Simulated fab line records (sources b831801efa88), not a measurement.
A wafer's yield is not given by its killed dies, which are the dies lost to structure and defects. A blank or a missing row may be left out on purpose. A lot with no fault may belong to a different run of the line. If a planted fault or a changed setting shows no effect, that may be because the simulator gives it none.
Tool commonality check || flow sky130 || 39 wafers sampled across 13 lots

WHY THIS WAS OPENED
SKY_VT_ADJUST_NCORE_TW_MEAS_11, reading VT_ADJUST_NCORE_TW: flagged on 1 of 13 lots. Wafers without a fault read 218, standard deviation 3.
Rule: a lot is flagged in two cases, either no wafer of it has a number, or all its wafers with numbers fall more than 4 standard deviations from that mean. All remaining lots are regarded as sound.

{"lot": "L591", "measured": "day 8 22:16", "on": "film-metro-01", "VT_ADJUST_NCORE_TW, wafer by wafer": "215 216 217", "flag": ""}
{"lot": "L592", "measured": "day 9 02:49", "on": "film-metro-01", "VT_ADJUST_NCORE_TW, wafer by wafer": "216 216 217", "flag": ""}
{"lot": "L593", "measured": "day 9 12:33", "on": "film-metro-04", "VT_ADJUST_NCORE_TW, wafer by wafer": "218 218 218", "flag": ""}
{"lot": "L594", "measured": "day 9 18:51", "on": "film-metro-01", "VT_ADJUST_NCORE_TW, wafer by wafer": "216 215 216", "flag": ""}
{"lot": "L596", "measured": "day 10 06:02", "on": "film-metro-01", "VT_ADJUST_NCORE_TW, wafer by wafer": "217 216 216", "flag": ""}
{"lot": "L597", "measured": "day 10 14:55", "on": "film-metro-01", "VT_ADJUST_NCORE_TW, wafer by wafer": "30 30 30", "flag": "FLAGGED"}
{"lot": "L599", "measured": "day 11 09:52", "on": "film-metro-04", "VT_ADJUST_NCORE_TW, wafer by wafer": "216 215 216", "flag": ""}
{"lot": "L603", "measured": "day 12 04:20", "on": "film-metro-01", "VT_ADJUST_NCORE_TW, wafer by wafer": "217 216 216", "flag": ""}
{"lot": "L608", "measured": "day 14 00:01", "on": "film-metro-01", "VT_ADJUST_NCORE_TW, wafer by wafer": "216 216 217", "flag": ""}
{"lot": "L609", "measured": "day 14 02:18", "on": "film-metro-03", "VT_ADJUST_NCORE_TW, wafer by wafer": "223 223 222", "flag": ""}
{"lot": "L610", "measured": "day 14 14:28", "on": "film-metro-01", "VT_ADJUST_NCORE_TW, wafer by wafer": "215 215 215", "flag": ""}
{"lot": "L612", "measured": "day 15 01:52", "on": "film-metro-03", "VT_ADJUST_NCORE_TW, wafer by wafer": "224 223 222", "flag": ""}
{"lot": "L613", "measured": "day 15 05:52", "on": "film-metro-03", "VT_ADJUST_NCORE_TW, wafer by wafer": "223 224 222", "flag": ""}
On average the flagged lots' numbers are 30, which is -188 against the usual, or -63 standard deviations.

WHICH TOOL RAN EACH LOT
Before the reading, the record contains 2 process steps out of a 708-step route. Read each cell as the tool, then ch plus the chambers that the sampled wafers visited, then the start.
{"lot": "L591", "flag": "", "SKY_VT_ADJUST_LVTN_STRIP_20": "plasma-asher-03 ch 0,1, day 8 02:07", "SKY_VT_ADJUST_NCORE_STRIP_10": "plasma-asher-04 ch 0,1, day 8 22:10"}
{"lot": "L592", "flag": "", "SKY_VT_ADJUST_LVTN_STRIP_20": "plasma-asher-02 ch 0,1, day 8 06:44", "SKY_VT_ADJUST_NCORE_STRIP_10": "plasma-asher-04 ch 0,1, day 9 02:42"}
{"lot": "L593", "flag": "", "SKY_VT_ADJUST_LVTN_STRIP_20": "plasma-asher-02 ch 0,1, day 8 14:50", "SKY_VT_ADJUST_NCORE_STRIP_10": "plasma-asher-04 ch 0,1, day 9 12:27"}
{"lot": "L594", "flag": "", "SKY_VT_ADJUST_LVTN_STRIP_20": "plasma-asher-02 ch 0,1, day 8 20:39", "SKY_VT_ADJUST_NCORE_STRIP_10": "plasma-asher-02 ch 0,1, day 9 18:45"}
{"lot": "L596", "flag": "", "SKY_VT_ADJUST_LVTN_STRIP_20": "plasma-asher-01 ch 0,1, day 9 07:50", "SKY_VT_ADJUST_NCORE_STRIP_10": "plasma-asher-03 ch 0,1, day 10 05:56"}
{"lot": "L597", "flag": "FLAGGED", "SKY_VT_ADJUST_LVTN_STRIP_20": "plasma-asher-03 ch 0,1, day 9 15:59", "SKY_VT_ADJUST_NCORE_STRIP_10": "plasma-asher-03 ch 0,1, day 10 14:48"}
{"lot": "L599", "flag": "", "SKY_VT_ADJUST_LVTN_STRIP_20": "plasma-asher-01 ch 0,1, day 10 10:45", "SKY_VT_ADJUST_NCORE_STRIP_10": "plasma-asher-03 ch 0, day 11 09:46"}
{"lot": "L603", "flag": "", "SKY_VT_ADJUST_LVTN_STRIP_20": "plasma-asher-01 ch 0,1, day 11 04:39", "SKY_VT_ADJUST_NCORE_STRIP_10": "plasma-asher-02 ch 0,1, day 12 04:14"}
{"lot": "L608", "flag": "", "SKY_VT_ADJUST_LVTN_STRIP_20": "plasma-asher-02 ch 0,1, day 12 22:22", "SKY_VT_ADJUST_NCORE_STRIP_10": "plasma-asher-04 ch 0,1, day 13 23:55"}
{"lot": "L609", "flag": "", "SKY_VT_ADJUST_LVTN_STRIP_20": "plasma-asher-03 ch 0,1, day 13 00:45", "SKY_VT_ADJUST_NCORE_STRIP_10": "plasma-asher-02 ch 0,1, day 14 02:12"}
{"lot": "L610", "flag": "", "SKY_VT_ADJUST_LVTN_STRIP_20": "plasma-asher-03 ch 1, day 13 12:29", "SKY_VT_ADJUST_NCORE_STRIP_10": "plasma-asher-04 ch 0,1, day 14 14:22"}
{"lot": "L612", "flag": "", "SKY_VT_ADJUST_LVTN_STRIP_20": "plasma-asher-02 ch 0,1, day 13 21:59", "SKY_VT_ADJUST_NCORE_STRIP_10": "plasma-asher-03 ch 1, day 15 01:45"}
{"lot": "L613", "flag": "", "SKY_VT_ADJUST_LVTN_STRIP_20": "plasma-asher-01 ch 0,1, day 14 03:05", "SKY_VT_ADJUST_NCORE_STRIP_10": "plasma-asher-04 ch 0,1, day 15 05:47"}
These steps, and what they do:
- SKY_VT_ADJUST_LVTN_STRIP_20: strips in O2/N2.
- SKY_VT_ADJUST_NCORE_STRIP_10: strips in O2/N2.
- SKY_VT_ADJUST_NCORE_TW_MEAS_11

FLAGGED OVER TOTAL, TOOL BY TOOL (the gauges that took the reading come last)
{"step": "SKY_VT_ADJUST_LVTN_STRIP_20", "tool": "plasma-asher-01", "lots run": 4, "flagged": 0, "share of the flagged lots": "none", "sound lots run after its first flagged lot": "-"}
{"step": "SKY_VT_ADJUST_LVTN_STRIP_20", "tool": "plasma-asher-02", "lots run": 5, "flagged": 0, "share of the flagged lots": "none", "sound lots run after its first flagged lot": "-"}
{"step": "SKY_VT_ADJUST_LVTN_STRIP_20", "tool": "plasma-asher-03", "lots run": 4, "flagged": 1, "share of the flagged lots": "all", "sound lots run after its first flagged lot": "2 (L609,L610)"}
{"step": "SKY_VT_ADJUST_NCORE_STRIP_10", "tool": "plasma-asher-02", "lots run": 3, "flagged": 0, "share of the flagged lots": "none", "sound lots run after its first flagged lot": "-"}
{"step": "SKY_VT_ADJUST_NCORE_STRIP_10", "tool": "plasma-asher-03", "lots run": 4, "flagged": 1, "share of the flagged lots": "all", "sound lots run after its first flagged lot": "2 (L599,L612)"}
{"step": "SKY_VT_ADJUST_NCORE_STRIP_10", "tool": "plasma-asher-04", "lots run": 6, "flagged": 0, "share of the flagged lots": "none", "sound lots run after its first flagged lot": "-"}
{"step": "SKY_VT_ADJUST_NCORE_TW_MEAS_11", "tool": "film-metro-01", "lots run": 8, "flagged": 1, "share of the flagged lots": "all", "sound lots run after its first flagged lot": "3 (L603,L608,L610)"}
{"step": "SKY_VT_ADJUST_NCORE_TW_MEAS_11", "tool": "film-metro-03", "lots run": 3, "flagged": 0, "share of the flagged lots": "none", "sound lots run after its first flagged lot": "-"}
{"step": "SKY_VT_ADJUST_NCORE_TW_MEAS_11", "tool": "film-metro-04", "lots run": 2, "flagged": 0, "share of the flagged lots": "none", "sound lots run after its first flagged lot": "-"}

WHAT THE TABLE PERMITS
In the table, 3 rows ran each flagged lot (plasma-asher-03 at SKY_VT_ADJUST_LVTN_STRIP_20; plasma-asher-03 at SKY_VT_ADJUST_NCORE_STRIP_10; film-metro-01 at SKY_VT_ADJUST_NCORE_TW_MEAS_11).
- plasma-asher-03 at SKY_VT_ADJUST_LVTN_STRIP_20: 1 of its 4 lots flagged. After the first flagged lot (L609, L610), sound lots still ran on it; a lasting fault on the whole tool would not permit that. Its own readings (oes-product-au) fall more than 4 standard deviations out on all wafers of the flagged lots.
- plasma-asher-03 at SKY_VT_ADJUST_NCORE_STRIP_10: 1 of its 4 lots flagged. After the first flagged lot (L599, L612), sound lots still ran on it; a lasting fault on the whole tool would not permit that. Its own readings (strip-time-to-endpoint-s) fall more than 4 standard deviations out on all wafers of the flagged lots.
- film-metro-01 at SKY_VT_ADJUST_NCORE_TW_MEAS_11: 1 of its 8 lots flagged. After the first flagged lot (L603, L608, L610), sound lots still ran on it; a lasting fault on the whole tool would not permit that.
Every row of the table either missed a flagged lot or ran a sound lot after the first.

WHAT WAS PUT IN BY THE SIMULATOR
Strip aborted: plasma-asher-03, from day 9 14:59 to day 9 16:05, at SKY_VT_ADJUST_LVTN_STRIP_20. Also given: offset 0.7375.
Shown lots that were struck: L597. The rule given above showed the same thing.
